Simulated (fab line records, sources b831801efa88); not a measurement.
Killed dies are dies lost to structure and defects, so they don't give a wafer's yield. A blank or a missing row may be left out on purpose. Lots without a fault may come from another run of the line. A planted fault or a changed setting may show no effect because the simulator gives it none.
fab line records | flow sky130
record lots=12 wafers=36 last_day=50
route steps=708 shown METAL4@631 VIA4@641 METAL5@674 PASSIVATION@681 PAD_OPEN@708
lots that met no fault: from a run of the same line without faults
start_h: hours from the record's first day to the start of the lot's first wafer shown | wait_h: hours since the lot's step before | " the same as in the row above | L1.1+2: a row that stands for several wafers | - no value, or no start given | * or withheld: withheld | < > ~ a bound
route shown NAME@n: a module of which the file shows steps, and the number in the route of the first | usual: mean/standard deviation of fault-free wafers | same: alike in all rows | chamber/n: place in a boat | sites: the reading at each site | _std_site: their standard deviation | _edge_site: outer sites' mean less inner sites' | radius_mm: how far each site lies from the wafer's centre | mask NAME#n: copy n | behind: the tool/chamber that last shaped the wafer | hold: why the lot was held/for how many hours/how that ended | device: the transistor (n, p or np) that didn't switch | end of line: the same wafers' tests at the end of the route | a step without rows: its recipe alone | killed: dies lost to structure and defects at the first sort, not the wafer's yield | map: a wafer's dies, x killed, . not, _ none there
set.NAME: the setting as run; set.NAME@STEP: as run at that earlier step | model.NAME: the simulator's own value behind a step, which no gauge read
steps of the route over a sample of lots; a table a step, a row a wafer
services: from which hour (start_h, from the record's first day; less than 0 if before it) a tool's chamber was out of use, for how many hours, and why
## steps
# step SKY_METAL4_DESCUM_15
# recipe chemistry=O2 source_power_w=150 bias_power_w=0 pressure_mtorr=10 temp_c=40 time_s=8
# usual drypump_motor_current_A=6.0/0.46 he_backside_leak_sccm=3.31/0.21 oes_product_au=0.992/0.0086
# columns lot.wafer tool chamber start_h wait_h drypump_motor_current_A he_backside_leak_sccm oes_product_au rf_hours_counter_h
L161.3 rie_metal-03 1 990.21 0.0 5.6 3.02 0.993 -
L161.4 " 0 " " 6.0 3.31 1.009 -
L161.5 " 1 " " 5.6 3.13 0.990 -
L164.1 rie_metal-03 1 997.60 0.0 5.6 2.99 0.983 10
L164.5 " 1 " " 5.7 3.09 0.987 -
L164.6 " 0 " " 6.0 3.16 1.000 -
L167.2 rie_metal-04 0 1019.65 0.0 6.4 3.49 1.014 -
L167.5 " 0 " " 6.5 3.81 1.009 -
L167.6 " 0 " " 6.5 3.60 1.001 -
L171.4 rie_metal-03 0 1051.78 0.0 6.1 3.22 0.991 -
L171.5 " 1 " " 5.6 3.15 0.987 -
L171.6 " 0 " " 6.0 3.24 1.003 -
L173.1 rie_metal-02 0 1053.34 0.0 6.8 3.39 0.998 20
L173.3 " 1 " " 5.7 3.65 0.993 -
L173.6 " 1 " " 5.7 3.43 0.997 -
L174.3 rie_metal-03 1 1060.00 0.0 5.6 3.21 0.992 -
L174.5 " 1 " " 5.6 3.18 0.980 -
L174.6 " 0 " " 6.0 3.17 0.990 -
L176.1 rie_metal-03 0 1084.55 0.0 6.0 3.25 0.997 14
L176.3 " 1 " " 5.6 3.19 0.984 -
L176.5 " 0 " " 6.0 3.15 0.980 -
L179.1 rie_metal-03 1 1100.00 0.0 5.6 3.16 0.983 18
L179.2 " 0 " " 6.0 3.19 0.985 15
L179.6 " 0 " " 6.0 3.03 0.994 -
L178.1 rie_metal-03 0 1100.65 0.0 6.0 3.29 0.994 15
L178.3 " 0 " " 6.1 3.14 0.992 -
L178.6 " 1 " " 5.6 3.05 0.980 -
L182.1 rie_metal-03 0 1108.75 0.0 6.0 3.21 1.000 16
L182.4 " 1 " " 5.6 3.01 0.985 -
L182.6 " 1 " " 5.6 3.13 0.995 -
L181.1 rie_metal-02 1 1109.44 0.0 5.7 3.64 0.983 26
L181.2 " 0 " " 6.8 3.55 0.997 23
L181.3 " 1 " " 5.7 3.48 0.984 -
L183.2 rie_metal-04 0 1121.50 0.0 6.4 3.59 0.998 21
L183.5 " 1 " " 5.1 3.16 0.985 -
L183.6 " 0 " " 6.5 3.61 0.989 -
# step SKY_VIA4_CMP_02
# recipe material=SiO2 down_force_psi=4 platen_rpm=60 pad_velocity_m_s=0.94248
# usual motor_current_A=12.2/1.1 slurry_flow_ml_min=150.0/0.49
# columns lot.wafer tool chamber start_h wait_h motor_current_A slurry_flow_ml_min
L161.4 cmp-02 2 991.37 0.0 11.5 150.3
L161.3 " 3 " " 14.0 150.3
L161.5 " 3 " " 12.4 149.3
L164.1 cmp-02 1 998.86 0.1 12.1 150.2
L164.5 " 3 " " 13.8 150.6
L164.6 " 0 " " 10.6 150.1
L167.2 cmp-02 3 1020.93 0.0 13.1 150.2
L167.6 " 3 " " 13.3 150.2
L167.5 " 0 " " 11.0 150.6
L171.4 cmp-02 2 1053.26 0.4 11.3 150.5
L171.5 " 3 " " 13.3 149.7
L171.6 " 0 " " 11.2 150.2
L173.1 cmp-02 3 1054.96 0.1 13.2 151.2
L173.3 " 1 " " 12.3 150.3
L173.6 " 3 " " 13.2 150.6
L174.3 cmp-02 1 1061.28 0.1 11.7 149.6
L174.5 " 3 " " 14.4 149.8
L174.6 " 0 " " 11.3 149.9
L176.1 cmp-02 2 1085.76 0.1 11.6 150.3
L176.3 " 3 " " 13.6 150.2
L176.5 " 2 " " 10.5 150.4
L179.2 cmp-01 1 1101.26 0.1 13.1 149.9
L179.1 " 3 " " 11.4 149.9
L179.6 " 1 " " 13.0 149.7
L178.3 cmp-02 0 1101.86 0.1 10.8 149.8
L178.1 " 2 " " 10.9 150.2
L178.6 " 3 " " 13.4 149.2
L182.4 cmp-01 3 1109.91 0.0 11.9 149.9
L182.1 " 0 " " 11.4 150.0
L182.6 " 3 " " 11.5 149.6
L181.2 cmp-02 1 1110.60 0.0 11.8 151.2
L181.1 " 2 " " 11.4 149.2
L181.3 " 3 " " 12.6 150.3
L183.2 cmp-02 1 1123.58 0.3 12.4 149.7
L183.5 " 1 " " 12.4 149.7
L183.6 " 2 " " 10.8 150.4
# step SKY_METAL5_DEVELOP_13
# recipe resist=NOVOLAK developer=TMAH develop_time_s=60 dev_temp_c=23
# usual developer_temp_C=23.01/0.097
# same develop_time_s=60
# columns lot.wafer tool chamber start_h wait_h developer_temp_C
L161.3 litho_track-03 0 1040.09 0.1 23.04
L161.4 " 0 " " 23.09
L161.5 " 0 " " 23.00
L164.1 litho_track-01 0 1045.99 0.1 23.03
L164.5 " 0 " " 22.93
L164.6 " 0 " " 23.05
L167.2 litho_track-01 0 1065.86 0.1 22.20
L167.5 " 0 " " 21.93
L167.6 " 0 " " 22.18
L171.4 litho_track-01 0 1094.76 0.1 22.21
L171.5 " 0 " " 22.04
L171.6 " 0 " " 22.08
L173.1 litho_track-03 0 1097.79 0.1 22.96
L173.3 " 0 " " 23.02
L173.6 " 0 " " 23.00
L174.3 litho_track-03 0 1102.99 0.1 22.92
L174.5 " 0 " " 23.04
L174.6 " 0 " " 23.13
L176.1 litho_track-03 0 1125.84 0.1 23.07
L176.3 " 0 " " 22.94
L176.5 " 0 " " 22.98
L179.1 litho_track-02 0 1141.49 0.1 23.15
L179.2 " 0 " " 23.12
L179.6 " 0 " " 23.08
L178.1 litho_track-03 0 1142.49 0.1 22.87
L178.3 " 0 " " 22.95
L178.6 " 0 " " 22.87
L182.1 litho_track-03 0 1148.39 0.1 22.95
L182.4 " 0 " " 22.95
L182.6 " 0 " " 22.79
L181.1 litho_track-01 0 1148.49 0.1 22.89
L181.2 " 0 " " 22.88
L181.3 " 0 " " 22.90
L183.2 litho_track-01 0 1161.36 0.1 22.91
L183.5 " 0 " " 23.06
L183.6 " 0 " " 23.09
# step SKY_PASSIVATION_CVD_00
# recipe material=SiO2 target_thk_nm=90 temp_c=400 time_s=withheld rf_w=600
# usual heater_power_w=671/120
# columns lot.wafer tool chamber start_h wait_h heater_power_w
L161.3 pecvd-02 0 1041.07 0.0 942
L161.4 " 2 " " 629
L161.5 " 0 " " 981
L164.1 pecvd-04 1 1047.00 0.0 692
L164.5 " 1 " " 695
L164.6 " 2 " " 565
L167.2 pecvd-03 2 1066.85 0.0 781
L167.5 " 2 " " 782
L167.6 " 1 " " 534
L171.4 pecvd-03 1 1095.98 0.0 619
L171.5 " 0 " " 605
L171.6 " 2 " " 758
L173.1 pecvd-02 0 1098.80 0.0 876
L173.3 " 2 " " 627
L173.6 " 2 " " 630
L174.3 pecvd-03 1 1103.95 0.0 609
L174.5 " 1 " " 608
L174.6 " 2 " " 723
L176.1 pecvd-03 0 1127.29 0.0 589
L176.3 " 2 " " 794
L176.5 " 2 " " 833
L179.1 pecvd-03 2 1142.55 0.0 831
L179.2 " 1 " " 631
L179.6 " 1 " " 625
L178.1 pecvd-04 0 1143.73 0.0 621
L178.3 " 2 " " 564
L178.6 " 1 " " 689
L182.1 pecvd-02 2 1149.44 0.0 601
L182.4 " 1 " " 639
L182.6 " 2 " " 612
L181.1 pecvd-04 1 1149.54 0.0 657
L181.2 " 2 " " 528
L181.3 " 0 " " 674
L183.2 pecvd-02 0 1162.44 0.0 967
L183.5 " 2 " " 590
L183.6 " 0 " " 958
# step SKY_PAD_OPEN_PROBE_99
# usual defect_limited_yield=82.6/1.8 killed_at_M0_to_M3=44/6.5 killed_at_M4_up=3.3/1.9 killed_at_contacts=23/4.7 killed_at_front_end=15/4.5 killed_at_other=0.2/0.52 killed_dies=86/8.9 killed_open=47/6.8 killed_short=39/6.1 sort_bin_3_pad_short=0.8/0.44 sort_bin_5_function=10.3/1.4 sort_bin_6_memory=6.3/1.1 sort_n_pass=406/8.9 sort_yield_pct=82.6/1.8
# same gross_dies=492 killed_at_back_side=0 sort_bin_4_leakage[%]=0 sort_bin_8_speed[%]=0
# columns lot.wafer tool chamber start_h wait_h defect_limited_yield[%] killed_at_M0_to_M3 killed_at_M4_up killed_at_contacts killed_at_front_end killed_at_other killed_dies killed_open killed_short sort_bin_3_pad_short[%] sort_bin_5_function[%] sort_bin_6_memory[%] sort_n_pass sort_yield_pct[%]
L161.3 prober-01 - 1084.90 0.2 85.0 38 5 21 10 0 74 38 36 1.0 8.3 5.7 418 85.0
L161.4 prober-01 - 1084.95 0.2 81.3 47 3 26 16 0 92 51 41 1.2 11.4 6.1 400 81.3
L161.5 prober-01 - 1085.00 0.2 82.7 49 3 20 13 0 85 56 29 0.6 10.0 6.7 407 82.7
L164.1 prober-02 - 1090.51 0.1 82.3 35 4 24 24 0 87 44 43 1.0 9.6 7.1 405 82.3
L164.5 prober-02 - 1090.71 0.2 82.7 44 9 19 13 0 85 46 39 0.6 9.3 7.3 407 82.7
L164.6 prober-02 - 1090.76 0.2 80.5 47 3 28 18 0 96 43 53 1.2 11.0 7.3 396 80.5
L167.2 prober-02 - 1108.11 0.1 83.3 45 5 18 13 1 82 41 41 0.6 10.6 5.5 410 83.3
L167.5 prober-02 - 1108.26 0.2 84.3 37 6 22 12 0 77 41 36 0.4 8.7 6.5 415 84.3
L167.6 prober-02 - 1108.31 0.2 81.9 50 3 21 15 0 89 44 45 1.4 9.8 6.9 403 81.9
L171.4 prober-02 - 1136.46 0.2 85.4 31 3 18 20 0 72 39 33 0.2 9.8 4.7 420 85.4
L171.5 prober-02 - 1136.51 0.2 86.4 38 0 19 10 0 67 30 37 0.8 8.7 4.1 425 86.4
L171.6 prober-02 - 1136.56 0.2 83.3 40 1 27 13 1 82 40 42 0.8 9.8 6.1 410 83.3
L174.3 prober-01 - 1144.42 0.2 82.5 44 5 20 17 0 86 48 38 0.8 11.0 5.7 406 82.5
L174.5 prober-01 - 1144.52 0.2 86.0 38 2 13 16 0 69 41 28 0 8.7 5.3 423 86.0
L174.6 prober-01 - 1144.57 0.2 84.3 37 3 27 10 0 77 45 32 0.2 9.6 5.9 415 84.3
L181.1 prober-01 - 1186.41 0.1 83.9 41 0 26 12 0 79 39 40 0.8 9.8 5.5 413 83.9
L181.2 prober-01 - 1186.46 0.1 81.7 45 4 26 14 1 90 49 41 0.6 11.8 5.9 402 81.7
L181.3 prober-01 - 1186.51 0.2 83.1 46 3 18 16 0 83 45 38 1.0 10.4 5.5 409 83.1
# killed by level:class
L161.3 VIA1:geometric_particle:open=11 VIA2:geometric_particle:open=6 CONTACT:geometric_particle:open=6 LI_CONTACT:geometric_particle:open=5 VIA3:geometric_particle:open=5 CONTACT:geometric_particle:short=5 METAL4:geometric_particle:short=5 POLY_GATE:geometric_particle:short=4
L161.4 VIA1:geometric_particle:open=13 CONTACT:geometric_particle:open=10 LI_CONTACT:geometric_particle:open=8 METAL1:geometric_particle:short=7 VIA2:geometric_particle:open=6 VIA3:geometric_particle:short=5 FIELD_ISO:geometric_particle:short=4 METAL3:geometric_particle:short=4
L161.5 VIA1:geometric_particle:open=16 LI_CONTACT:geometric_particle:open=8 VIA3:geometric_particle:open=7 METAL1:geometric_particle:short=6 VIA2:geometric_particle:open=6 FIELD_ISO:geometric_particle:open=5 CONTACT:geometric_particle:open=5 FIELD_ISO:geometric_particle:short=4
L164.1 VIA2:geometric_particle:open=10 VIA1:geometric_particle:open=8 POLY_GATE:geometric_particle:short=7 CONTACT:geometric_particle:open=7 FIELD_ISO:geometric_particle:short=5 METAL2:geometric_particle:short=5 LI_CONTACT:geometric_particle:open=5 CONTACT:geometric_particle:short=5
L164.5 VIA1:geometric_particle:open=11 CONTACT:geometric_particle:open=6 LOCAL_INTERCONNECT:geometric_particle:short=6 METAL4:geometric_particle:short=6 METAL2:geometric_particle:short=5 VIA2:geometric_particle:open=5 FIELD_ISO:geometric_particle:open=4 VIA2:geometric_particle:short=4
L164.6 METAL1:geometric_particle:short=11 CONTACT:geometric_particle:open=8 FIELD_ISO:geometric_particle:short=7 LI_CONTACT:geometric_particle:open=7 LOCAL_INTERCONNECT:geometric_particle:short=6 VIA1:geometric_particle:open=6 VIA2:geometric_particle:open=6 METAL3:geometric_particle:short=5
L167.2 VIA2:geometric_particle:open=13 CONTACT:geometric_particle:open=9 METAL1:geometric_particle:short=7 METAL2:geometric_particle:short=7 VIA1:geometric_particle:open=5 POLY_GATE:geometric_particle:short=4 LOCAL_INTERCONNECT:geometric_particle:short=4 VIA3:geometric_particle:open=4
L167.5 CONTACT:geometric_particle:open=9 VIA1:geometric_particle:open=9 LI_CONTACT:geometric_particle:open=5 METAL2:geometric_particle:short=5 VIA3:geometric_particle:open=5 METAL4:geometric_particle:short=5 FIELD_ISO:geometric_particle:open=4 LI_CONTACT:geometric_particle:short=4
L167.6 VIA1:geometric_particle:open=12 CONTACT:geometric_particle:open=7 VIA2:geometric_particle:short=7 VIA2:geometric_particle:open=7 METAL1:geometric_particle:short=6 POLY_GATE:geometric_particle:short=5 LI_CONTACT:geometric_particle:open=5 CONTACT:geometric_particle:short=5
L171.4 VIA2:geometric_particle:open=8 VIA1:geometric_particle:open=7 POLY_GATE:geometric_particle:open=6 CONTACT:geometric_particle:open=6 LI_CONTACT:geometric_particle:open=6 POLY_GATE:geometric_particle:short=4 METAL2:geometric_particle:short=4 VIA1:geometric_particle:short=4
L171.5 VIA1:geometric_particle:open=8 VIA3:geometric_particle:open=6 LOCAL_INTERCONNECT:geometric_particle:short=5 CONTACT:geometric_particle:open=5 METAL1:geometric_particle:short=5 FIELD_ISO:geometric_particle:short=4 LI_CONTACT:geometric_particle:open=4 CONTACT:geometric_particle:short=4
L171.6 CONTACT:geometric_particle:open=8 LI_CONTACT:geometric_particle:open=7 CONTACT:geometric_particle:short=6 VIA2:geometric_particle:short=6 FIELD_ISO:geometric_particle:open=5 VIA1:geometric_particle:open=5 METAL1:geometric_particle:short=5 METAL2:geometric_particle:short=5
L174.3 VIA3:geometric_particle:open=9 VIA2:geometric_particle:open=9 VIA1:geometric_particle:open=8 FIELD_ISO:geometric_particle:short=6 CONTACT:geometric_particle:open=6 METAL1:geometric_particle:short=6 LOCAL_INTERCONNECT:geometric_particle:short=4 LI_CONTACT:geometric_particle:short=4
L174.5 VIA1:geometric_particle:open=10 VIA2:geometric_particle:open=6 FIELD_ISO:geometric_particle:short=5 LI_CONTACT:geometric_particle:open=4 CONTACT:geometric_particle:open=4 METAL1:geometric_particle:open=4 VIA2:geometric_particle:short=4 FIELD_ISO:geometric_particle:open=3
L174.6 VIA2:geometric_particle:open=8 LI_CONTACT:geometric_particle:open=8 CONTACT:geometric_particle:open=8 CONTACT:geometric_particle:short=6 VIA1:geometric_particle:open=5 FIELD_ISO:geometric_particle:open=4 VIA3:geometric_particle:open=4 METAL2:geometric_particle:short=4
L181.1 CONTACT:geometric_particle:open=10 VIA3:geometric_particle:open=9 VIA1:geometric_particle:open=7 METAL2:geometric_particle:short=6 FIELD_ISO:geometric_particle:short=5 LI_CONTACT:geometric_particle:open=5 LI_CONTACT:geometric_particle:short=5 VIA2:geometric_particle:open=5
L181.2 VIA1:geometric_particle:open=14 CONTACT:geometric_particle:open=10 POLY_GATE:geometric_particle:short=7 LI_CONTACT:geometric_particle:open=7 VIA2:geometric_particle:open=6 METAL2:geometric_particle:short=5 VIA3:geometric_particle:open=5 VIA2:geometric_particle:short=4
L181.3 VIA1:geometric_particle:open=9 VIA3:geometric_particle:open=9 METAL1:geometric_particle:short=7 FIELD_ISO:geometric_particle:open=5 CONTACT:geometric_particle:open=5 VIA2:geometric_particle:open=5 POLY_GATE:geometric_particle:short=4 CONTACT:geometric_particle:short=4
## services
# columns tool chamber start_h hours kind
pecvd-04 - 969.40 2.3 repair
pecvd-02 0 972.60 1.9 repair
rie_metal-04 1 1002.82 45.7 repair
pecvd-04 - 1007.77 0.5 repair
cmp-02 - 1008.26 5.1 pm
cmp-02 - 1023.48 5.5 repair
rie_metal-04 - 1044.53 14.6 pm
rie_metal-03 - 1052.25 0.3 repair
pecvd-03 1 1058.54 2.1 scheduled_down
cmp-01 - 1073.52 3.4 pm
cmp-01 - 1084.03 4.0 pm
rie_metal-02 0 1085.63 14.8 repair
rie_metal-03 - 1086.03 0.8 repair
pecvd-02 2 1086.84 2.1 scheduled_down
cmp-01 - 1088.03 - consumable_replace:conditioner
cmp-01 - 1088.03 - consumable_replace:pad
cmp-02 - 1097.44 2.2 repair
cmp-01 - 1104.35 0.3 repair
pecvd-04 - 1116.66 5.5 pm
pecvd-03 - 1118.72 6.0 pm
rie_metal-04 0 1129.41 16.7 repair
cmp-01 - 1134.86 4.5 pm
## key
first_sign step=SKY_METAL5_DEVELOP_13 reading=developer_temp_C direction=down sigmas=9.4 usual=* struck=*
effect none on later readings
met_at SKY_METAL5_DEVELOP_13
struck_lots L167,L171
not_acting_at SKY_METAL4_DESCUM_15,SKY_VIA4_CMP_02,SKY_PASSIVATION_CVD_00
onset_between 1045.99 1065.86
fault kind=process_parameter_drift tool=litho_track-01 chamber=- onset_h=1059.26 steps=SKY_METAL5_DEVELOP_13 channel=dev_temp_c offset=* shape=step end_h=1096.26 acts_in=* stated=*
